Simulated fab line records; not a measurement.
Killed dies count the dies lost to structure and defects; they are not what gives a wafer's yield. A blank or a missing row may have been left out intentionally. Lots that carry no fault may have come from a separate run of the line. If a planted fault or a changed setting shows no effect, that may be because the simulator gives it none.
A lot that was struck, set against a sound lot || flow sky130 || 18 steps out of a route of 708
Sound: these wafers, L891.2, L891.3, L891.5. Wafers struck: L883.2, L883.4, L883.6. Last of all comes the cause.
At each step with rows: each side's tool, then ch and its chambers, then its first start. Under that, the readings that differ: sound wafers || struck wafers || difference of the means || sigmas: that difference in standard deviations of wafers without a fault.
alike: same words and numbers on both sides, and readings whose means sit less than 2 such deviations apart. not compared: any withheld reading, any reading some wafer has no value for, any bound like >300 that may hide the same value, and any number with overlapping values for which the record gives no deviation.
A row with sigmas, a row that says differs or no value, or rows on one side alone: a step with any of these is where the two part. Non-overlapping numbers with no deviation appear without sigmas and do not part them. A reading that every wafer of one side lacks parts them only if that side has two wafers or more.

first, 9 steps without rows for these wafers: SKY_CAPM_CLEAN_17 (cleans in O3/DIW); SKY_METAL3_DEHYDRATE_05 (time 60 s); SKY_METAL3_HMDS_06 (prime time 60 s); SKY_METAL3_COAT_07 (resist thk 60 nm); SKY_METAL3_COAT_08 (resist thk 1140 nm); SKY_METAL3_SOFTBAKE_09 (time 90 s); SKY_METAL3_EXPOSE_10 (exposes mask MM3, target cd 300 nm); SKY_METAL3_PEB_11; SKY_METAL3_DEVELOP_12 (develop time 60 s).
SKY_METAL3_CD_MEAS_13: the cd target is 300 nm.
  sound on cdSem-02 at day 42 19:35; struck on cdSem-01 at day 40 04:56
  alike: cdNm
SKY_METAL3_OVL_MEAS_14:
  sound on overlay-01 at day 42 19:42; struck on overlay-01 at day 40 05:02
  alike: METAL3_OVL
SKY_METAL3_DESCUM_15: chemistry O2, time 8 s.
  sound on rieMetal-01 ch 1, day 42 19:44; struck on rieMetal-03 ch 0, day 40 05:04
  alike: drypumpMotorCurrentA, oesProductAu
  not compared: rfHoursCounterH
SKY_METAL3_ETCH_16: etches BARC in N2/H2, stops on SiO2, time 88.2 s, target depth 60 nm.
  sound on rieMetal-01 ch 1, day 42 19:46; struck on rieMetal-03 ch 0, day 40 05:06
  no value came back on the struck wafers for any of 5 readings (biasW (W), chamberPressureMTorr (mTorr) and others); on the sound wafers biasW (W) reads 99.5 99.7 99.6
{"reading": "model.KrF-thick_of_METAL3_COAT_08.thkNm (nm)", "sound": "1074 1076 1071", "struck": "1129 1131 1132", "difference": "+57", "sigmas": ""}
  not compared: rfHoursCounterH
SKY_METAL3_ETCH_17: etches SiO2 in C4F8/O2/Ar, stops on TiN, time 3.9 s, target depth 15 nm.
  sound on rieDiel-04 ch 0,2, day 42 19:52; struck on rieDiel-03 ch 0,1,3, day 40 05:12
{"reading": "oesProductAu (a.u.)", "sound": "0.747 0.756 0.756", "struck": "0.374 0.375 0.383", "difference": -0.376, "sigmas": -51}
  alike: biasW, chamberPressureMTorr
  not compared: rfHoursCounterH
SKY_METAL3_METAL_ETCH_18: etches the open film in Cl2/BCl3, stops on SiO2, target depth 845 nm, time 183.1 s.
  sound on rieMetal-02 ch 0,1, day 42 19:53; struck on rieMetal-02 ch 0, day 40 05:13
{"reading": "oesProductAu (a.u.)", "sound": "0.854 0.868 0.861", "struck": "0.373 0.374 0.376", "difference": -0.487, "sigmas": -71}
{"reading": "model.KrF-thick_of_METAL3_COAT_08.thkNm (nm)", "sound": "522.5 537.3 517.6", "struck": "592.3 592.9 592.9", "difference": "+66.9", "sigmas": ""}
  alike: bcl3FlowSccm, biasW, drypumpMotorCurrentA, throttleValvePct
  not compared: rfHoursCounterH
SKY_METAL3_STRIP_19: strips in O2/N2.
  sound on plasmaAsher-04 ch 0,1, day 42 20:04; struck on plasmaAsher-02 ch 1, day 40 05:24
{"reading": "drypumpMotorCurrentA (A)", "sound": "6.4 5.8 6.4", "struck": "5.1 5.1 5.1", "difference": -1.1, "sigmas": -2}
{"reading": "oesProductAu (a.u.)", "sound": "0.498 0.517 0.500", "struck": "0.522 0.528 0.531", "difference": "+0.022", "sigmas": "+3"}
{"reading": "stripTimeToEndpointS (s)", "sound": "6.50 6.63 6.45", "struck": "7.19 7.18 7.18", "difference": "+0.66", "sigmas": "+6"}
  not compared: rfHoursCounterH
then, 1 step without rows for these wafers: SKY_METAL3_STRIP_20 (strips in post etch residue remover, time 1200 s).
-- the record jumps here: 7 days lie between the struck wafers' starts before and after (it left off in module METAL3 and takes up again in module PAD_OPEN, whose first step shown is number 708 of the route) --
SKY_PAD_OPEN_PROBE_99:
  sound on prober-02 at day 49 05:23; struck on prober-01 at day 47 04:09
{"reading": "defectLimitedYield (%)", "sound": "80.7 83.1 80.3", "struck": "0 0 0", "difference": -81, "sigmas": -41}
{"reading": "killed_at_M0_to_M3", "sound": "48 50 46", "struck": "441 452 455", "difference": "+401", "sigmas": "+57"}
{"reading": "killedDies", "sound": "95 83 97", "struck": "492 492 492", "difference": "+400", "sigmas": "+41"}
{"reading": "killedOnRim", "sound": "19 13 15", "struck": "96 96 96", "difference": "+80", "sigmas": "+22"}
{"reading": "sort_bin_5_function (%)", "sound": "11.2 10.8 11.4", "struck": "92.7 93.5 94.3", "difference": "+82.4", "sigmas": "+55"}
{"reading": "sortNPass", "sound": "397 409 395", "struck": "0 0 0", "difference": -400, "sigmas": -41}
{"reading": "sortYieldPct (%)", "sound": "80.7 83.1 80.3", "struck": "0 0 0", "difference": -81, "sigmas": -41}
  alike: killed_at_M4_up, killedAtContacts, killedAtFrontEnd, killedAtOther, killedOpen, killedShort, sort_bin_3_pad_short, sort_bin_6_memory

== WHERE THEY PART ==
Last at SKY_PAD_OPEN_PROBE_99 as far as this record goes, first at SKY_METAL3_ETCH_16.

WHY: the cause the simulator had injected
Whole step skipped at SKY_METAL3_ETCH_16 on rieMetal-03, starting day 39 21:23. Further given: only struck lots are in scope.
